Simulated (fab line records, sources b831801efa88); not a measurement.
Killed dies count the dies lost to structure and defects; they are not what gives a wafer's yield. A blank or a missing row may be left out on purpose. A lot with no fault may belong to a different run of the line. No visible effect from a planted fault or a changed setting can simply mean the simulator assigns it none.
Matching of chambers :: flow gf180mcu :: 4 sister chambers for GF_V5_CMP_04 on cmp-02
The step polishes SiO2. 14 wafers are shown with their chamber, then 7 later ones without.

== WAFERS, EACH WITH ITS CHAMBER ==
wafer: L878.1
chamber: 2
motor-current-A (A): 10.6
head-pressure-psi (psi): 3.990

wafer: L878.4
chamber: 1
motor-current-A (A): 12.1
head-pressure-psi (psi): 3.992

wafer: L878.6
chamber: 0
motor-current-A (A): 12.6
head-pressure-psi (psi): 3.999

wafer: L879.1
chamber: 0
motor-current-A (A): 13.5
head-pressure-psi (psi): 4.001

wafer: L879.3
chamber: 1
motor-current-A (A): 11.8
head-pressure-psi (psi): 3.994

wafer: L879.4
chamber: 3
motor-current-A (A): 13.6
head-pressure-psi (psi): 3.988

wafer: L884.3
chamber: 2
motor-current-A (A): 10.4
head-pressure-psi (psi): 3.996

wafer: L884.4
chamber: 0
motor-current-A (A): 12.8
head-pressure-psi (psi): 4.002

wafer: L884.5
chamber: 2
motor-current-A (A): 10.7
head-pressure-psi (psi): 4.000

wafer: L885.1
chamber: 3
motor-current-A (A): 13.3
head-pressure-psi (psi): 4.002

wafer: L885.4
chamber: 1
motor-current-A (A): 12.2
head-pressure-psi (psi): 3.997

wafer: L885.6
chamber: 3
motor-current-A (A): 13.6
head-pressure-psi (psi): 4.004

wafer: L886.1
chamber: 3
motor-current-A (A): 12.9
head-pressure-psi (psi): 4.001

wafer: L886.2
chamber: 0
motor-current-A (A): 13.3
head-pressure-psi (psi): 4.008

SIGNATURES, as means of the wafers listed above
reading: motor-current-A
chamber 0: 13.050
chamber 1: 12.033
chamber 2: 10.567
chamber 3: 13.350
scatter within a chamber: 0.315

reading: head-pressure-psi
chamber 0: 4.00250
chamber 1: 3.99433
chamber 2: 3.99533
chamber 3: 3.99875
scatter within a chamber: 0.00517
Rule: for each reading, subtract the chamber's mean from the wafer's reading, divide by that reading's scatter and square the result; add these up over the readings and take the root, which gives the wafer's distance from the chamber. The wafer belongs to the nearest chamber; if the next one is less than 2 further off, it can't be placed. The scatter is the square root of a quotient: the sum, over the shown wafers, of each reading's squared deviation from its chamber's mean, divided by wafers minus chambers.

== WAFERS WITH NO CHAMBER GIVEN ==
wafer: L886.6
motor-current-A (A): 10.1
head-pressure-psi (psi): 3.982

wafer: L887.1
motor-current-A (A): 10.1
head-pressure-psi (psi): 4.005

wafer: L887.3
motor-current-A (A): 13.0
head-pressure-psi (psi): 3.999

wafer: L887.6
motor-current-A (A): 12.7
head-pressure-psi (psi): 3.992

wafer: L899.1
motor-current-A (A): 14.1
head-pressure-psi (psi): 3.999

wafer: L899.3
motor-current-A (A): 13.5
head-pressure-psi (psi): 4.000

wafer: L899.4
motor-current-A (A): 12.5
head-pressure-psi (psi): 3.996

== WHICH CHAMBER EACH WENT THROUGH ==
wafer: L886.6
from the rows above: 2
in truth: 2

wafer: L887.1
from the rows above: 2
in truth: 2

wafer: L887.3
from the rows above: can't be placed: 0 or 3
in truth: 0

wafer: L887.6
from the rows above: can't be placed: 1 or 0 or 3
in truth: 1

wafer: L899.1
from the rows above: can't be placed: 3 or 0
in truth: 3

wafer: L899.3
from the rows above: can't be placed: 3 or 0
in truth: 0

wafer: L899.4
from the rows above: can't be placed: 1 or 0 or 3
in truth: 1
Placed correctly: 2 of 7. These rows do not allow placing 5 (true chamber among the candidates in 5). Wrongly placed: 0.
